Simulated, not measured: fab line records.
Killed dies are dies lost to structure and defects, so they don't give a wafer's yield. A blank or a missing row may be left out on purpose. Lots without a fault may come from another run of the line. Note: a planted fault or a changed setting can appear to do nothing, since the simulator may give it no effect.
A single fault, viewed from 2 desks | flow sky130 | only its own numbers are on each desk; what lay behind them is given at the end

## AT THE TOOL OWNER'S DESK: litho track-03
The tool's own readings at SKY_METAL1_COAT_10 (resist thk 450 nm): means of the sampled wafers that have a number, for each lot that ran on this tool. Marked OUT: a lot whose mean sits more than 4 standard deviations from the usual mean, which makes it out of limits; the brackets give that distance.
Columns: A = spin speed rpm at SKY_METAL1_COAT_10, usual 3000.1 rpm
lot  | first seen here | A
L663 | day 31 20:00    | 2997.6
L665 | day 32 15:00    | 2999.0
L672 | day 35 09:00    | 2998.7
L679 | day 37 08:00    | 2854.8 (-76) OUT
L678 | day 37 09:00    | 2854.7 (-77) OUT
This desk finds L678, L679 out of limits, L679 being first, at day 37 08:00 (spin speed rpm at SKY_METAL1_COAT_10). Within limits: L663, L665, L672.

## THE METROLOGY DESK
Means of the sampled wafers that have a number, per lot and without regard to the tool the lot ran on: this is what the gauges read. Marked OUT: a lot whose mean sits more than 4 standard deviations from the usual mean, which makes it out of limits; the brackets give that distance.
Columns: A = METAL1_ALCU_THK at SKY_METAL1_THK_MEAS_06, usual 251.7 nm
lot  | first seen here | A
L663 | day 31 06:42    | 252.7
L665 | day 32 03:05    | 251.5
L666 | day 32 06:37    | 252.0
L667 | day 32 18:24    | 256.0
L668 | day 33 14:16    | 254.6
L670 | day 34 01:34    | 250.8
L672 | day 34 19:58    | 252.2
L675 | day 36 07:53    | 250.9
L679 | day 36 20:24    | 250.2
L678 | day 36 21:33    | 248.1
L685 | day 38 09:18    | 249.3
L686 | day 38 20:24    | 253.4
Result from this desk: across the 12 lots, nothing is out of limits.

## TAKEN TOGETHER
On L678, L679, at day 37 08:00, an alarm was possible from the tool owner's desk.
From the metrology desk's view, nothing was out of limits.
The metrology desk holds a record of L678, L679, inside its limits.
SKY_METAL1_COAT_10 was run on litho track-03 by each of the lots named.

## WHAT THE SIMULATOR PUT IN
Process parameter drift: litho track-03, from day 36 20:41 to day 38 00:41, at SKY_METAL1_COAT_10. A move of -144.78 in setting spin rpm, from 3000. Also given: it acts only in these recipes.
Lots struck among those shown: L678, L679.
How many hours passed from the start of the fault until each desk's first out-of-limits reading: the tool owner's desk, 11.
